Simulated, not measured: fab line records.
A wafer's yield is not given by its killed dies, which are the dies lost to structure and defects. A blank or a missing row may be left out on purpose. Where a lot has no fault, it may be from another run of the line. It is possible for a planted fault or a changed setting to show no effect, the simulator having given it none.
The same fault as seen by 2 desks | flow gf180mcu | each desk has only its own numbers; what lay behind them comes last

## TOOL OWNER'S DESK, implanter-02
The tool's own readings at GF_MVPSD_IMPLANT_08, given as means over the sampled wafers that have a number, one for each lot that went through this tool. The brackets show how far a lot's mean lies from the usual mean; more than 4 standard deviations puts the lot out of limits, marked OUT.
Columns: A = tilt_deg at GF_MVPSD_IMPLANT_08, usual -0.002 degrees
lot  | first seen here | A
L946 | day 5 14:02     | -0.010
L947 | day 5 19:02     | 0.017
L948 | day 5 23:43     | -0.009
L958 | day 8 12:25     | -0.022
L960 | day 9 00:05     | 0.004
L961 | day 9 05:23     | 0.009
This desk found nothing out of limits on any of the 6 lots.

## FROM THE METROLOGY DESK
Lot by lot, what the gauges showed, no matter which tool ran the lot: averages of those sampled wafers that carry a number. The brackets show how far a lot's mean lies from the usual mean; more than 4 standard deviations puts the lot out of limits, marked OUT.
Columns: A = STI_OXIDATION_01_THK at GF_STI_THK_MEAS_22, usual 15.02 nm; B = MVPSD_RS at GF_VT_IMPLANT_RS_MEAS_49, usual 1168.7 ohm/sq
lot  | first seen here | A     | B
L944 | day 2 03:15     | 14.80 | 1168.6
L945 | day 2 08:29     | 14.97 | 1169.3
L946 | day 2 14:05     | 15.19 | 1165.1
L947 | day 2 19:55     | 15.11 | 1174.0
L948 | day 3 00:53     | 14.87 | 1169.0
L949 | day 3 05:58     | 14.44 | 1170.5
L952 | day 3 21:22     | 15.05 | 1165.7
L956 | day 4 17:21     | 15.18 | 1169.1
L958 | day 5 03:43     | 14.71 | 1188.3 (+6.8) OUT
L960 | day 5 15:09     | 15.24 | 1189.4 (+7.2) OUT
L961 | day 5 18:26     | 15.32 | 1186.8 (+6.3) OUT
L965 | day 6 14:47     | 15.15 | 1169.6
L966 | day 6 20:58     | 15.09 | 1164.8
Finding of this desk: L958, L960, L961 out of limits, first seen on L958 at day 11 11:46 (MVPSD_RS at GF_VT_IMPLANT_RS_MEAS_49). In limits: L944, L945, L946, L947, L948, L949, L952, L956, L965, L966.

## BROUGHT TOGETHER
At day 11 11:46 the metrology desk could have sounded an alarm, on L958, L960, L961.
The tool owner's desk saw nothing out of limits.
Tool owner's desk: L958, L960, L961 on record, inside its limits.
On implanter-02, each named lot ran GF_MVPSD_IMPLANT_08.

## WHAT THE SIMULATOR HAD PUT IN
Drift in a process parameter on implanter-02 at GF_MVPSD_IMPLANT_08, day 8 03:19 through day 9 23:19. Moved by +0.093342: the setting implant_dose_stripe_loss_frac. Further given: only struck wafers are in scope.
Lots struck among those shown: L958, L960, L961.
Hours from the fault's start to each desk's first reading out of limits: the metrology desk, 80.
